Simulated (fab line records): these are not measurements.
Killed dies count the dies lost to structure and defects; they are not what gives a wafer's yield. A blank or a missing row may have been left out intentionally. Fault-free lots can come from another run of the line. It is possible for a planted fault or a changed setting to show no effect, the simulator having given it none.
Matching of chambers :: flow gf180mcu :: 4 sister chambers for GF_V1_CMP_26 on cmp-02
The step polishes, stops on SiO2, t overpolish 15 s, target thk 0 nm. 4 wafers are shown with their chamber, then 12 later ones without.

## WAFERS, EACH WITH ITS CHAMBER
wafer: L082.5
chamber: 3
motorCurrentA (A): 12.7

wafer: L089.1
chamber: 1
motorCurrentA (A): 11.4

wafer: L089.4
chamber: 0
motorCurrentA (A): 12.3

wafer: L089.6
chamber: 2
motorCurrentA (A): 8.6

## WAFERS MISSING THEIR CHAMBER
wafer: L092.3
motorCurrentA (A): 12.2

wafer: L092.4
motorCurrentA (A): 11.6

wafer: L092.5
motorCurrentA (A): 9.0

wafer: L094.1
motorCurrentA (A): 11.9

wafer: L094.2
motorCurrentA (A): 13.7

wafer: L094.3
motorCurrentA (A): 8.8

wafer: L096.1
motorCurrentA (A): 11.3

wafer: L096.4
motorCurrentA (A): 8.9

wafer: L096.6
motorCurrentA (A): 8.7

wafer: L097.4
motorCurrentA (A): 8.6

wafer: L097.5
motorCurrentA (A): 13.5

wafer: L097.6
motorCurrentA (A): 11.9

## THE CHAMBER EACH PASSED THROUGH
wafer: L092.3
from the rows above: can't be placed: 0 or 3 or 1
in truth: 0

wafer: L092.4
from the rows above: can't be placed: 1 or 0
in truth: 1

wafer: L092.5
from the rows above: 2
in truth: 2

wafer: L094.1
from the rows above: can't be placed: 0 or 1 or 3
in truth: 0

wafer: L094.2
from the rows above: can't be placed: 3 or 0
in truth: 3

wafer: L094.3
from the rows above: 2
in truth: 2

wafer: L096.1
from the rows above: 1
in truth: 1

wafer: L096.4
from the rows above: 2
in truth: 2

wafer: L096.6
from the rows above: 2
in truth: 2

wafer: L097.4
from the rows above: 2
in truth: 2

wafer: L097.5
from the rows above: can't be placed: 3 or 0
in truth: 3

wafer: L097.6
from the rows above: can't be placed: 0 or 1 or 3
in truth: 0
Placed correctly: 6 of 12. Cannot be placed on the basis of these rows: 6; the candidates contain the true chamber in 6. Wrongly placed: 0.
How it was worked out, from the rows above alone: a wafer's distance from a chamber is the root of the sum, over the readings, of the square of ((its reading less the chamber's mean) divided by the reading's scatter). If the next closest chamber is less than 2 further off than the closest, the wafer can't be placed; otherwise it belongs to the closest. Each chamber's mean is taken over the wafers shown for it. The scatter: with one shown wafer a chamber, the root of the mean of the squares of how far each hidden wafer lies from its nearest shown one.
